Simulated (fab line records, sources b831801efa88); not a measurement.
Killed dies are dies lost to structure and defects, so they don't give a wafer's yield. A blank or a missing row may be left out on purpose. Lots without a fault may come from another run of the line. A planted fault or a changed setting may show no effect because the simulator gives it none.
fab line records | flow gf180mcu
record lots=5 wafers=15 last_day=34
route steps=602 shown VT_IMPLANT@102 MVSD@136 NWELL@137 LVPWELL@138 MVPSD@139 DUAL_GATE@141
lots that met no fault: from a run of the same line without faults
start_h: hours from the record's first day to the start of the lot's first wafer shown | wait_h: hours since the lot's step before | " the same as in the row above | L1.1+2: a row that stands for several wafers | - no value, or no start given | * or withheld: withheld | < > ~ a bound
route shown NAME@n: a module of which the file shows steps, and the number in the route of the first | usual: mean/standard deviation of fault-free wafers | same: alike in all rows | chamber/n: place in a boat | sites: the reading at each site | _std_site: their standard deviation | _edge_site: outer sites' mean less inner sites' | radius_mm: how far each site lies from the wafer's centre | mask NAME#n: copy n | behind: the tool/chamber that last shaped the wafer | hold: why the lot was held/for how many hours/how that ended | device: the transistor (n, p or np) that didn't switch | end of line: the same wafers' tests at the end of the route | a step without rows: its recipe alone | killed: dies lost to structure and defects at the first sort, not the wafer's yield | map: a wafer's dies, x killed, . not, _ none there
set.NAME: the setting as run; set.NAME@STEP: as run at that earlier step | model.NAME: the simulator's own value behind a step, which no gauge read
lots at some steps of the route; a table a step, a row a wafer
services: from which hour (start_h, from the record's first day; less than 0 if before it) a tool's chamber was out of use, for how many hours, and why
## steps
# step GF_VT_IMPLANT_HMDS_12
# recipe prime_time_s=60 prime_temp_c=120
# columns lot.wafer tool chamber start_h wait_h
L086.1+2+5 litho_track-02 0 192.25 0.1
L087.1+4+5 litho_track-01 0 200.18 0.1
L092.1+2+5 litho_track-02 0 232.30 0.1
L093.1+3+6 litho_track-02 0 238.20 0.1
L097.1+3+4 litho_track-01 0 265.62 0.1
# step GF_VT_IMPLANT_COAT_13
# recipe resist=NOVOLAK spin_rpm=3000 resist_thk_nm=1000
# usual dispense_pressure_kPa=53/3.3
# columns lot.wafer tool chamber start_h wait_h dispense_pressure_kPa
L086.1 litho_track-02 0 192.40 0.1 50
L086.2 " 0 " " 50
L086.5 " 0 " " 50
L087.1 litho_track-01 0 200.33 0.1 57
L087.4 " 0 " " 57
L087.5 " 0 " " 57
L092.1 litho_track-02 0 232.45 0.1 50
L092.2 " 0 " " 50
L092.5 " 0 " " 50
L093.1 litho_track-02 0 238.35 0.1 50
L093.3 " 0 " " 50
L093.6 " 0 " " 50
L097.1 litho_track-01 0 265.77 0.1 57
L097.3 " 0 " " 57
L097.4 " 0 " " 57
# step GF_VT_IMPLANT_SOFTBAKE_14
# recipe temp_c=90 time_s=60 resist=NOVOLAK
# columns lot.wafer tool chamber start_h wait_h
L086.1+2+5 litho_track-02 0 192.55 0.1
L087.1+4+5 litho_track-01 0 200.48 0.1
L092.1+2+5 litho_track-02 0 232.60 0.1
L093.1+3+6 litho_track-02 0 238.50 0.1
L097.1+3+4 litho_track-01 0 265.92 0.1
# step GF_VT_IMPLANT_EXPOSE_15
# recipe mask_id=Nwell_LV_AREA target_cd_nm=860 na=0.6 source_shape=conventional sigma_outer=0.6 dose_mj=140
# usual reticle_temp_C=22.99/0.11
# same na=0.6 sigma_outer=0.6
# columns lot.wafer tool chamber start_h wait_h mask reticle_temp_C
L086.1 iline_stepper-01 0 - - Nwell_LV_AREA#0 23.14
L086.2 " 0 " " Nwell_LV_AREA#0 23.10
L086.5 " 0 " " Nwell_LV_AREA#0 22.92
L087.1 iline_stepper-02 0 - - Nwell_LV_AREA#0 23.07
L087.4 " 0 " " Nwell_LV_AREA#0 23.11
L087.5 " 0 " " Nwell_LV_AREA#0 23.02
L092.1 iline_stepper-01 0 - - Nwell_LV_AREA#0 22.93
L092.2 " 0 " " Nwell_LV_AREA#0 22.83
L092.5 " 0 " " Nwell_LV_AREA#0 23.03
L093.1 iline_stepper-01 0 - - Nwell_LV_AREA#0 23.05
L093.3 " 0 " " Nwell_LV_AREA#0 23.15
L093.6 " 0 " " Nwell_LV_AREA#0 23.14
L097.1 iline_stepper-01 0 - - Nwell_LV_AREA#0 23.08
L097.3 " 0 " " Nwell_LV_AREA#0 23.09
L097.4 " 0 " " Nwell_LV_AREA#0 22.91
# step GF_VT_IMPLANT_PEB_16
# recipe temp_c=withheld time_s=* resist=NOVOLAK
# columns lot.wafer tool chamber start_h wait_h
L086.1+2+5 litho_track-02 0 - -
L087.1+4+5 litho_track-02 0 - -
L092.1+2+5 litho_track-01 0 - -
L093.1+3+6 litho_track-02 0 - -
L097.1+3+4 litho_track-03 0 - -
# step GF_VT_IMPLANT_DEVELOP_17
# recipe develop_time_s=60 dev_temp_c=23
# same develop_time_s=60
# columns lot.wafer tool chamber start_h wait_h
L086.1+2+5 litho_track-02 0 201.10 0.1
L087.1+4+5 litho_track-02 0 209.55 0.1
L092.1+2+5 litho_track-01 0 241.47 0.1
L093.1+3+6 litho_track-02 0 247.29 0.1
L097.1+3+4 litho_track-03 0 275.00 0.1
# step GF_VT_IMPLANT_OVL_MEAS_18
# usual VT_IMPLANT_01_OVL=-0.5/1.3
# columns lot.wafer tool chamber start_h wait_h VT_IMPLANT_01_OVL[nm]
L086.1 overlay-01 - 201.25 0.1 -0.5
L086.2 " - " " 1.6
L086.5 " - " " 1.2
L087.1 overlay-01 - 209.70 0.1 -0.5
L087.4 " - " " -0.1
L087.5 " - " " 0.6
L092.1 overlay-01 - 241.62 0.1 -0.2
L092.2 " - " " -1.6
L092.5 " - " " -0.2
L093.1 overlay-02 - 247.44 0.1 -1.0
L093.3 " - " " -0.7
L093.6 " - " " -0.3
L097.1 overlay-02 - 275.15 0.1 -1.5
L097.3 " - " " -1.2
L097.4 " - " " -1.3
# step GF_VT_IMPLANT_IMPLANT_19
# recipe species=As energy_kev=100 dose_cm2=4.35e+12 tilt_deg=7
# columns lot.wafer tool chamber start_h wait_h
L086.1+2+5 implanter-01 0 201.28 0.0
L087.1+4+5 implanter-01 0 209.73 0.0
L092.1+2+5 implanter-02 0 241.66 0.0
L093.1+3+6 implanter-04 0 247.48 0.0
L097.1+3+4 implanter-04 0 275.19 0.0
# step GF_VT_IMPLANT_STRIP_20
# recipe chemistry=O2/N2 power_w=1400 pressure_mtorr=1500 platen_temp_c=250 o2_flow_sccm=3000 n2_flow_sccm=300 overash_fraction=0.5
# usual drypump_motor_current_A=5.7/0.51 heater_power_w=341/20 oes_product_au=0.716/0.0044 platen_temp_c=250.00/0.19 strip_time_to_endpoint_s=12.63/0.041
# columns lot.wafer tool chamber start_h wait_h drypump_motor_current_A heater_power_w oes_product_au platen_temp_c rf_hours_counter_h strip_time_to_endpoint_s
L086.1 plasma_asher-02 0 201.43 0.1 6.6 342 0.717 250.19 54 12.63
L086.2 " 1 " " 5.6 379 0.717 249.67 54 12.63
L086.5 " 0 " " 6.6 335 0.713 250.43 - 12.62
L087.1 plasma_asher-02 1 209.88 0.1 5.6 374 0.716 250.05 54 12.60
L087.4 " 0 " " 6.6 344 0.720 250.29 - 12.57
L087.5 " 0 " " 6.6 337 0.710 250.21 - 12.59
L092.1 plasma_asher-04 1 241.81 0.1 5.4 355 0.715 249.93 13 12.66
L092.2 " 0 " " 5.6 339 0.720 250.00 13 12.67
L092.5 " 0 " " 5.6 327 0.716 249.91 - 12.69
L093.1 plasma_asher-02 1 247.63 0.1 5.6 368 0.724 250.20 58 12.52
L093.3 " 1 " " 5.6 374 0.716 250.24 - 12.52
L093.6 " 1 " " 5.6 371 0.711 250.23 - 12.56
L097.1 plasma_asher-01 1 275.34 0.1 5.1 337 0.717 250.06 49 12.66
L097.3 " 1 " " 5.1 337 0.716 249.99 - 12.70
L097.4 " 0 " " 5.7 316 0.714 249.79 - 12.66
# step GF_VT_IMPLANT_TW_MEAS_21
# usual VT_IMPLANT_2_TW=1213/6.5
# columns lot.wafer tool chamber start_h wait_h VT_IMPLANT_2_TW
L086.1 film_metro-03 - 201.53 0.1 1209
L086.2 " - " " 1212
L086.5 " - " " 1202
L087.1 film_metro-03 - 209.98 0.1 1213
L087.4 " - " " 1206
L087.5 " - " " 1208
L092.1 film_metro-02 - 241.91 0.1 1206
L092.2 " - " " 1201
L092.5 " - " " 1210
L093.1 film_metro-04 - 247.73 0.1 1217
L093.3 " - " " 1211
L093.6 " - " " 1219
L097.1 film_metro-03 - 275.44 0.1 1210
L097.3 " - " " 1215
L097.4 " - " " 1221
# step GF_VT_IMPLANT_DEHYDRATE_22
# recipe temp_c=200 time_s=60
# columns lot.wafer tool chamber start_h wait_h
L086.1+2+5 litho_track-01 0 209.97 8.4
L087.1+4+5 litho_track-03 0 217.96 8.0
L092.1+2+5 litho_track-03 0 250.71 8.8
L093.1+3+6 litho_track-03 0 256.50 8.8
L097.1+3+4 litho_track-02 0 284.09 8.6
# step GF_VT_IMPLANT_HMDS_23
# recipe prime_time_s=60 prime_temp_c=120
# columns lot.wafer tool chamber start_h wait_h
L086.1+2+5 litho_track-01 0 210.12 0.1
L087.1+4+5 litho_track-03 0 218.11 0.1
L092.1+2+5 litho_track-03 0 250.86 0.1
L093.1+3+6 litho_track-03 0 256.65 0.1
L097.1+3+4 litho_track-02 0 284.24 0.1
# step GF_VT_IMPLANT_COAT_24
# recipe resist=NOVOLAK spin_rpm=3000 resist_thk_nm=1000
# usual dispense_pressure_kPa=54/3.2
# columns lot.wafer tool chamber start_h wait_h dispense_pressure_kPa
L086.1 litho_track-01 0 210.27 0.1 57
L086.2 " 0 " " 57
L086.5 " 0 " " 57
L087.1 litho_track-03 0 218.26 0.1 55
L087.4 " 0 " " 55
L087.5 " 0 " " 55
L092.1 litho_track-03 0 251.01 0.1 55
L092.2 " 0 " " 55
L092.5 " 0 " " 55
L093.1 litho_track-03 0 256.80 0.1 55
L093.3 " 0 " " 55
L093.6 " 0 " " 55
L097.1 litho_track-02 0 284.39 0.1 50
L097.3 " 0 " " 50
L097.4 " 0 " " 50
# step GF_VT_IMPLANT_SOFTBAKE_25
# recipe temp_c=90 time_s=60 resist=NOVOLAK
# columns lot.wafer tool chamber start_h wait_h
L086.1+2+5 litho_track-01 0 210.42 0.1
L087.1+4+5 litho_track-03 0 218.41 0.1
L092.1+2+5 litho_track-03 0 251.16 0.1
L093.1+3+6 litho_track-03 0 256.95 0.1
L097.1+3+4 litho_track-02 0 284.54 0.1
# step GF_VT_IMPLANT_EXPOSE_26
# recipe mask_id=LVPWELL_HV_AREA target_cd_nm=860 na=0.6 source_shape=conventional sigma_outer=0.6 dose_mj=140
# usual reticle_temp_C=23.01/0.097
# same na=0.6 sigma_outer=0.6
# columns lot.wafer tool chamber start_h wait_h mask reticle_temp_C
L086.1 iline_stepper-01 0 - - LVPWELL_HV_AREA#0 23.08
L086.2 " 0 " " LVPWELL_HV_AREA#0 22.94
L086.5 " 0 " " LVPWELL_HV_AREA#0 23.00
L087.1 iline_stepper-01 0 - - LVPWELL_HV_AREA#0 23.02
L087.4 " 0 " " LVPWELL_HV_AREA#0 22.94
L087.5 " 0 " " LVPWELL_HV_AREA#0 23.00
L092.1 iline_stepper-01 0 - - LVPWELL_HV_AREA#0 23.29
L092.2 " 0 " " LVPWELL_HV_AREA#0 22.93
L092.5 " 0 " " LVPWELL_HV_AREA#0 22.96
L093.1 iline_stepper-01 0 - - LVPWELL_HV_AREA#0 22.90
L093.3 " 0 " " LVPWELL_HV_AREA#0 22.90
L093.6 " 0 " " LVPWELL_HV_AREA#0 22.99
L097.1 iline_stepper-01 0 - - LVPWELL_HV_AREA#0 23.28
L097.3 " 0 " " LVPWELL_HV_AREA#0 23.09
L097.4 " 0 " " LVPWELL_HV_AREA#0 23.27
# step GF_VT_IMPLANT_PEB_27
# recipe temp_c=withheld time_s=* resist=NOVOLAK
# columns lot.wafer tool chamber start_h wait_h
L086.1+2+5 litho_track-02 0 - -
L087.1+4+5 litho_track-03 0 - -
L092.1+2+5 litho_track-03 0 - -
L093.1+3+6 litho_track-03 0 - -
L097.1+3+4 litho_track-03 0 - -
# step GF_VT_IMPLANT_DEVELOP_28
# recipe develop_time_s=60 dev_temp_c=23
# same develop_time_s=60
# columns lot.wafer tool chamber start_h wait_h
L086.1+2+5 litho_track-02 0 218.90 0.1
L087.1+4+5 litho_track-03 0 227.21 0.1
L092.1+2+5 litho_track-03 0 260.40 0.1
L093.1+3+6 litho_track-03 0 266.10 0.1
L097.1+3+4 litho_track-03 0 293.95 0.1
# step GF_VT_IMPLANT_OVL_MEAS_29
# usual VT_IMPLANT_02_OVL=0.0/1.3
# columns lot.wafer tool chamber start_h wait_h VT_IMPLANT_02_OVL[nm]
L086.1 overlay-01 - 219.05 0.1 0.0
L086.2 " - " " -0.2
L086.5 " - " " 0.1
L087.1 overlay-02 - 227.36 0.1 -2.7
L087.4 " - " " -2.1
L087.5 " - " " -2.4
L092.1 overlay-01 - 260.55 0.1 0.9
L092.2 " - " " 1.2
L092.5 " - " " 0.1
L093.1 overlay-01 - 266.25 0.1 0.3
L093.3 " - " " 0.0
L093.6 " - " " 1.6
L097.1 overlay-01 - 294.10 0.1 1.8
L097.3 " - " " 1.3
L097.4 " - " " 0.5
# step GF_VT_IMPLANT_IMPLANT_30
# recipe species=B energy_kev=25 dose_cm2=2.534e+12 tilt_deg=7
# columns lot.wafer tool chamber start_h wait_h
L086.1+2+5 implanter-01 0 219.08 0.0
L087.1+4+5 implanter-01 0 227.39 0.0
L092.1+2+5 implanter-04 0 260.59 0.0
L093.1+3+6 implanter-02 0 266.29 0.0
L097.1+3+4 implanter-01 0 294.14 0.0
# step GF_VT_IMPLANT_STRIP_31
# recipe chemistry=O2/N2 power_w=1400 pressure_mtorr=1500 platen_temp_c=250 o2_flow_sccm=3000 n2_flow_sccm=300 overash_fraction=0.5
# usual drypump_motor_current_A=5.6/0.44 heater_power_w=339/17 oes_product_au=0.716/0.004 platen_temp_c=250.00/0.17 strip_time_to_endpoint_s=12.63/0.039
# columns lot.wafer tool chamber start_h wait_h drypump_motor_current_A heater_power_w oes_product_au platen_temp_c rf_hours_counter_h strip_time_to_endpoint_s
L086.1 plasma_asher-01 1 219.23 0.1 5.1 333 0.720 249.91 43 12.66
L086.2 " 0 " " 5.7 315 0.721 250.00 43 12.68
L086.5 " 0 " " 5.7 315 0.716 250.03 - 12.65
L087.1 plasma_asher-01 0 227.54 0.1 5.7 320 0.715 250.05 44 12.63
L087.4 " 0 " " 5.7 315 0.715 250.12 - 12.61
L087.5 " 1 " " 5.1 335 0.718 249.77 - 12.61
L092.1 plasma_asher-04 0 260.74 0.1 5.7 334 0.712 250.23 15 12.66
L092.2 " 1 " " 5.4 341 0.722 250.23 15 12.67
L092.5 " 1 " " 5.4 353 0.715 249.89 - 12.68
L093.1 plasma_asher-01 1 266.44 0.1 5.1 334 0.716 249.93 48 12.66
L093.3 " 1 " " 5.1 334 0.715 249.79 - 12.60
L093.6 " 1 " " 5.1 337 0.718 249.77 - 12.62
L097.1 plasma_asher-02 0 294.29 0.1 6.6 338 0.714 250.22 63 12.60
L097.3 " 0 " " 6.6 338 0.717 250.06 - 12.60
L097.4 " 1 " " 5.6 373 0.722 250.09 - 12.61
# step GF_VT_IMPLANT_TW_MEAS_32
# usual VT_IMPLANT_3_TW=268.7/1.4
# columns lot.wafer tool chamber start_h wait_h VT_IMPLANT_3_TW
L086.1 film_metro-03 - 219.33 0.1 271.2
L086.2 " - " " 268.1
L086.5 " - " " 268.9
L087.1 film_metro-02 - 227.64 0.1 266.4
L087.4 " - " " 266.5
L087.5 " - " " 266.8
L092.1 film_metro-04 - 260.84 0.1 268.3
L092.2 " - " " 269.4
L092.5 " - " " 268.2
L093.1 film_metro-04 - 266.60 0.1 267.3
L093.3 " - " " 267.1
L093.6 " - " " 269.4
L097.1 film_metro-04 - 294.39 0.1 270.8
L097.3 " - " " 270.6
L097.4 " - " " 270.0
# step GF_VT_IMPLANT_DEHYDRATE_33
# recipe temp_c=200 time_s=60
# columns lot.wafer tool chamber start_h wait_h
L086.1+2+5 litho_track-01 0 227.87 8.5
L087.1+4+5 litho_track-02 0 235.90 8.2
L092.1+2+5 litho_track-03 0 269.80 9.0
L093.1+3+6 litho_track-01 0 275.32 8.7
L097.1+3+4 litho_track-03 0 303.75 9.4
# step GF_VT_IMPLANT_HMDS_34
# recipe prime_time_s=60 prime_temp_c=120
# columns lot.wafer tool chamber start_h wait_h
L086.1+2+5 litho_track-01 0 228.02 0.1
L087.1+4+5 litho_track-02 0 236.05 0.1
L092.1+2+5 litho_track-03 0 269.95 0.1
L093.1+3+6 litho_track-01 0 275.47 0.1
L097.1+3+4 litho_track-03 0 303.90 0.1
# step GF_VT_IMPLANT_COAT_35
# recipe resist=NOVOLAK spin_rpm=3000 resist_thk_nm=1000
# usual dispense_pressure_kPa=53/3.1
# columns lot.wafer tool chamber start_h wait_h dispense_pressure_kPa
L086.1 litho_track-01 0 228.17 0.1 57
L086.2 " 0 " " 57
L086.5 " 0 " " 57
L087.1 litho_track-02 0 236.20 0.1 50
L087.4 " 0 " " 50
L087.5 " 0 " " 50
L092.1 litho_track-03 0 270.10 0.1 55
L092.2 " 0 " " 55
L092.5 " 0 " " 55
L093.1 litho_track-01 0 275.62 0.1 57
L093.3 " 0 " " 57
L093.6 " 0 " " 57
L097.1 litho_track-03 0 304.05 0.1 55
L097.3 " 0 " " 55
L097.4 " 0 " " 55
# step GF_VT_IMPLANT_SOFTBAKE_36
# recipe temp_c=90 time_s=60 resist=NOVOLAK
# columns lot.wafer tool chamber start_h wait_h
L086.1+2+5 litho_track-01 0 228.32 0.1
L087.1+4+5 litho_track-02 0 236.35 0.1
L092.1+2+5 litho_track-03 0 270.25 0.1
L093.1+3+6 litho_track-01 0 275.77 0.1
L097.1+3+4 litho_track-03 0 304.20 0.1
# step GF_VT_IMPLANT_EXPOSE_37
# recipe mask_id=Nwell_HV_AREA target_cd_nm=860 na=0.6 source_shape=conventional sigma_outer=0.6 dose_mj=140
# usual reticle_temp_C=23.00/0.12
# same na=0.6 sigma_outer=0.6
# columns lot.wafer tool chamber start_h wait_h mask reticle_temp_C
L086.1 iline_stepper-02 0 - - Nwell_HV_AREA#0 23.11
L086.2 " 0 " " Nwell_HV_AREA#0 23.05
L086.5 " 0 " " Nwell_HV_AREA#0 23.13
L087.1 iline_stepper-01 0 - - Nwell_HV_AREA#0 23.16
L087.4 " 0 " " Nwell_HV_AREA#0 23.18
L087.5 " 0 " " Nwell_HV_AREA#0 23.15
L092.1 iline_stepper-01 0 - - Nwell_HV_AREA#0 22.98
L092.2 " 0 " " Nwell_HV_AREA#0 22.91
L092.5 " 0 " " Nwell_HV_AREA#0 23.07
L093.1 iline_stepper-01 0 - - Nwell_HV_AREA#0 23.10
L093.3 " 0 " " Nwell_HV_AREA#0 22.91
L093.6 " 0 " " Nwell_HV_AREA#0 22.99
L097.1 iline_stepper-02 0 - - Nwell_HV_AREA#0 22.82
L097.3 " 0 " " Nwell_HV_AREA#0 22.83
L097.4 " 0 " " Nwell_HV_AREA#0 22.86
# step GF_VT_IMPLANT_PEB_38
# recipe temp_c=withheld time_s=* resist=NOVOLAK
# columns lot.wafer tool chamber start_h wait_h
L086.1+2+5 litho_track-02 0 - -
L087.1+4+5 litho_track-01 0 - -
L092.1+2+5 litho_track-01 0 - -
L093.1+3+6 litho_track-01 0 - -
L097.1+3+4 litho_track-03 0 - -
# step GF_VT_IMPLANT_DEVELOP_39
# recipe develop_time_s=60 dev_temp_c=23
# same develop_time_s=60
# columns lot.wafer tool chamber start_h wait_h
L086.1+2+5 litho_track-02 0 237.30 0.1
L087.1+4+5 litho_track-01 0 246.02 0.1
L092.1+2+5 litho_track-01 0 279.47 0.1
L093.1+3+6 litho_track-01 0 285.07 0.1
L097.1+3+4 litho_track-03 0 314.60 0.1
# step GF_VT_IMPLANT_OVL_MEAS_40
# usual VT_IMPLANT_03_OVL=1.2/1.3
# columns lot.wafer tool chamber start_h wait_h VT_IMPLANT_03_OVL[nm]
L086.1 overlay-01 - 237.45 0.1 1.7
L086.2 " - " " 2.7
L086.5 " - " " 1.1
L087.1 overlay-02 - 246.17 0.1 -0.2
L087.4 " - " " -0.3
L087.5 " - " " -0.6
L092.1 overlay-02 - 279.62 0.1 -1.0
L092.2 " - " " 1.5
L092.5 " - " " 1.1
L093.1 overlay-01 - 285.22 0.1 2.3
L093.3 " - " " 0.4
L093.6 " - " " 2.1
L097.1 overlay-01 - 314.75 0.1 1.1
L097.3 " - " " 2.2
L097.4 " - " " 1.0
# step GF_VT_IMPLANT_IMPLANT_41
# recipe species=As energy_kev=70 dose_cm2=1.013e+12 tilt_deg=7
# columns lot.wafer tool chamber start_h wait_h
L086.1+2+5 implanter-02 0 237.48 0.0
L087.1+4+5 implanter-04 0 246.21 0.0
L092.1+2+5 implanter-02 0 279.66 0.0
L093.1+3+6 implanter-01 0 285.26 0.0
L097.1+3+4 implanter-02 0 314.79 0.0
# step GF_VT_IMPLANT_STRIP_42
# recipe chemistry=O2/N2 power_w=1400 pressure_mtorr=1500 platen_temp_c=250 o2_flow_sccm=3000 n2_flow_sccm=300 overash_fraction=0.5
# usual drypump_motor_current_A=5.7/0.49 heater_power_w=341/20 oes_product_au=0.716/0.0048 platen_temp_c=250.00/0.19 strip_time_to_endpoint_s=12.64/0.035
# columns lot.wafer tool chamber start_h wait_h drypump_motor_current_A heater_power_w oes_product_au platen_temp_c rf_hours_counter_h strip_time_to_endpoint_s
L086.1 plasma_asher-02 1 237.63 0.1 5.6 379 0.713 249.93 57 12.60
L086.2 " 0 " " 6.6 332 0.724 250.19 57 12.65
L086.5 " 0 " " 6.6 348 0.719 250.02 - 12.66
L087.1 plasma_asher-02 1 246.36 0.1 5.6 377 0.714 250.45 58 12.67
L087.4 " 0 " " 6.6 336 0.717 250.31 - 12.66
L087.5 " 0 " " 6.6 348 0.725 250.03 - 12.69
L092.1 plasma_asher-04 1 279.81 0.1 5.4 353 0.719 249.87 17 12.61
L092.2 " 0 " " 5.7 338 0.716 250.06 17 12.63
L092.5 " 0 " " 5.7 331 0.715 250.22 - 12.63
L093.1 plasma_asher-01 1 285.41 0.1 5.1 336 0.715 250.12 51 12.70
L093.3 " 0 " " 5.7 310 0.724 250.04 - 12.68
L093.6 " 0 " " 5.7 323 0.707 249.85 - 12.69
L097.1 plasma_asher-02 1 314.94 0.1 5.6 382 0.710 249.70 65 12.63
L097.3 " 1 " " 5.6 369 0.722 250.05 - 12.65
L097.4 " 0 " " 6.6 347 0.712 249.97 - 12.64
# step GF_VT_IMPLANT_TW_MEAS_43
# usual VT_IMPLANT_4_TW=690/3.3
# columns lot.wafer tool chamber start_h wait_h VT_IMPLANT_4_TW
L086.1 film_metro-03 - 237.73 0.1 695
L086.2 " - " " 696
L086.5 " - " " 695
L087.1 film_metro-04 - 246.46 0.1 689
L087.4 " - " " 690
L087.5 " - " " 693
L092.1 film_metro-03 - 279.91 0.1 686
L092.2 " - " " 690
L092.5 " - " " 691
L093.1 film_metro-04 - 285.51 0.1 683
L093.3 " - " " 686
L093.6 " - " " 688
L097.1 film_metro-04 - 315.04 0.1 689
L097.3 " - " " 692
L097.4 " - " " 693
# step GF_VT_IMPLANT_CLEAN_44
# recipe chemistry=SC1/SC2 mix=1:4:20 temp_c=70 time_s=150 dry=n2_spin
# columns lot.wafer tool chamber start_h wait_h
L086.1+2+5 wet_bench-02 3 237.79 0.1
L087.1+4+5 wet_bench-04 2 246.52 0.1
L092.1+2+5 wet_bench-01 2 279.97 0.1
L093.1+3+6 wet_bench-02 1 285.57 0.1
L097.1+3+4 wet_bench-01 3 315.10 0.1
# step GF_VT_IMPLANT_RTA_45
# recipe temp_c=1050 time_s=30 ambient=N2
# usual chamber_o2_ppm=2.005/0.023 lamp_power_pct=34.0/1.7 wafer_temp_C_max=1055.2/1.2
# columns lot.wafer tool chamber start_h wait_h chamber_o2_ppm lamp_power_pct wafer_temp_C_max
L086.1 rtp_anneal-02 0 237.84 0.0 2.040 32.3 1056.1
L086.2 " 0 " " 2.029 32.3 1055.3
L086.5 " 0 " " 2.037 32.3 1055.3
L087.1 rtp_anneal-02 0 246.57 0.0 1.994 32.3 1058.0
L087.4 " 0 " " 1.977 32.3 1054.2
L087.5 " 0 " " 2.026 32.3 1055.9
L092.1 rtp_anneal-02 0 280.02 0.0 1.950 32.3 1057.2
L092.2 " 0 " " 1.998 32.3 1055.9
L092.5 " 0 " " 1.996 32.3 1055.6
L093.1 rtp_anneal-01 0 285.62 0.0 1.989 35.6 1053.6
L093.3 " 0 " " 1.979 35.7 1053.8
L093.6 " 0 " " 2.026 35.7 1053.4
L097.1 rtp_anneal-01 0 315.15 0.0 2.002 35.7 1055.7
L097.3 " 0 " " 1.984 35.6 1054.7
L097.4 " 0 " " 1.980 35.7 1053.4
# step GF_VT_IMPLANT_RS_MEAS_46
# recipe thk_meas_gauge=four-point-probe
# usual MVSD_RS=456.6/1.1
# columns lot.wafer tool chamber start_h wait_h MVSD_RS[ohm/sq]
L086.1 film_metro-04 - 237.94 0.1 455.2
L086.2 " - " " 456.4
L086.5 " - " " 454.9
L087.1 film_metro-01 - 246.67 0.1 457.6
L087.4 " - " " 456.1
L087.5 " - " " 455.7
L092.1 film_metro-01 - 280.12 0.1 457.6
L092.2 " - " " 457.6
L092.5 " - " " 457.5
L093.1 film_metro-04 - 285.72 0.1 457.2
L093.3 " - " " 456.4
L093.6 " - " " 457.3
L097.1 film_metro-02 - 315.25 0.1 455.9
L097.3 " - " " 455.9
L097.4 " - " " 455.0
# step GF_VT_IMPLANT_RS_MEAS_47
# recipe thk_meas_gauge=four-point-probe
# usual NWELL_RS=488.0/1.3
# columns lot.wafer tool chamber start_h wait_h NWELL_RS[ohm/sq]
L086.1 film_metro-04 - 238.06 0.1 488.9
L086.2 " - " " 487.7
L086.5 " - " " 486.5
L087.1 film_metro-01 - 246.79 0.1 488.6
L087.4 " - " " 489.8
L087.5 " - " " 489.1
L092.1 film_metro-01 - 280.24 0.1 487.4
L092.2 " - " " 489.1
L092.5 " - " " 488.9
L093.1 film_metro-04 - 285.84 0.1 486.9
L093.3 " - " " 487.3
L093.6 " - " " 486.7
L097.1 film_metro-02 - 315.37 0.1 488.0
L097.3 " - " " 489.1
L097.4 " - " " 488.1
# step GF_VT_IMPLANT_RS_MEAS_48
# recipe thk_meas_gauge=four-point-probe
# usual LVPWELL_RS=1197/3.1
# columns lot.wafer tool chamber start_h wait_h LVPWELL_RS[ohm/sq]
L086.1 film_metro-04 - 238.18 0.1 1198
L086.2 " - " " 1195
L086.5 " - " " 1196
L087.1 film_metro-01 - 246.91 0.1 1197
L087.4 " - " " 1198
L087.5 " - " " 1200
L092.1 film_metro-01 - 280.36 0.1 1190
L092.2 " - " " 1193
L092.5 " - " " 1192
L093.1 film_metro-04 - 285.96 0.1 1196
L093.3 " - " " 1197
L093.6 " - " " 1202
L097.1 film_metro-02 - 315.49 0.1 1197
L097.3 " - " " 1197
L097.4 " - " " 1198
# step GF_VT_IMPLANT_RS_MEAS_49
# recipe thk_meas_gauge=four-point-probe
# usual MVPSD_RS=1168.8/2.8
# columns lot.wafer tool chamber start_h wait_h MVPSD_RS[ohm/sq]
L086.1 film_metro-04 - 238.30 0.1 1167.6
L086.2 " - " " 1164.0
L086.5 " - " " 1167.3
L087.1 film_metro-01 - 247.03 0.1 1164.8
L087.4 " - " " 1164.9
L087.5 " - " " 1162.1
L092.1 film_metro-01 - 280.48 0.1 1166.9
L092.2 " - " " 1166.3
L092.5 " - " " 1166.4
L093.1 film_metro-04 - 286.08 0.1 1168.4
L093.3 " - " " 1165.8
L093.6 " - " " 1165.5
L097.1 film_metro-02 - 315.61 0.1 1173.2
L097.3 " - " " 1173.8
L097.4 " - " " 1173.4
# step GF_VT_IMPLANT_WET_ETCH_50
# recipe chemistry=dHF target_depth_nm=20 target=SiO2 temp_c=25 dilution=100:1 time_s=400
# columns lot.wafer tool chamber start_h wait_h
L086.1+2+5 wet_bench-02 3 238.42 0.1
L087.1+4+5 wet_bench-02 2 247.15 0.1
L092.1+2+5 wet_bench-01 1 280.60 0.1
L093.1+3+6 wet_bench-02 1 286.20 0.1
L097.1+3+4 wet_bench-04 2 315.73 0.1
# step GF_DUAL_GATE_CLEAN_00
# recipe chemistry=SC1/SC2 mix=1:4:20 temp_c=70 time_s=150
# columns lot.wafer tool chamber start_h wait_h
L086.1+2+5 wet_bench-01 2 238.54 0.0
L087.1+4+5 wet_bench-01 2 247.29 0.0
L092.1+2+5 wet_bench-04 0 280.72 0.0
L093.1+3+6 wet_bench-04 0 286.32 0.0
L097.1+3+4 wet_bench-01 2 315.85 0.0
# step GF_DUAL_GATE_CLEAN_01
# recipe chemistry=dHF time_s=20 dilution=100:1 dry=ipa_marangoni
# columns lot.wafer tool chamber start_h wait_h
L086.1+2+5 wet_bench-04 1 238.59 0.0
L087.1+4+5 wet_bench-02 3 247.34 0.0
L092.1+2+5 wet_bench-02 1 280.78 0.0
L093.1+3+6 wet_bench-02 0 286.37 0.0
L097.1+3+4 wet_bench-04 0 315.90 0.0
# step GF_DUAL_GATE_OXIDATION_02
# recipe temp_c=900 ambient=O2 stabilise_s=600 purge_s=300 target_thk_a=108.87 ox_time_s=1602
# columns lot.wafer tool chamber start_h wait_h
L086.1+2+5 furnace-01 0 238.61 0.0
L087.1+4+5 furnace-02 0 247.35 0.0
L092.1+2+5 furnace-01 0 287.09 6.3
L093.1+3+6 furnace-01 0 287.09 0.7
L097.1+3+4 furnace-02 0 317.11 1.2
## services
# columns tool chamber start_h hours kind
furnace-02 - 178.07 4.8 pm
furnace-02 - 182.83 4.6 pm
rtp_anneal-02 - 184.60 1.1 pm
wet_bench-01 - 191.66 1.1 repair
implanter-04 - 202.69 0.8 repair
implanter-04 - 205.37 5.9 repair
implanter-02 - 231.95 3.4 repair
plasma_asher-02 - 233.44 1.7 repair
plasma_asher-01 - 249.87 0.9 repair
wet_bench-04 - 263.41 1.6 repair
iline_stepper-02 - 281.57 1.7 pm
rtp_anneal-02 - 282.79 3.3 pm
implanter-04 - 287.11 1.6 repair
iline_stepper-01 - 289.19 4.4 pm
plasma_asher-04 - 316.80 2.0 repair
## key
fault none
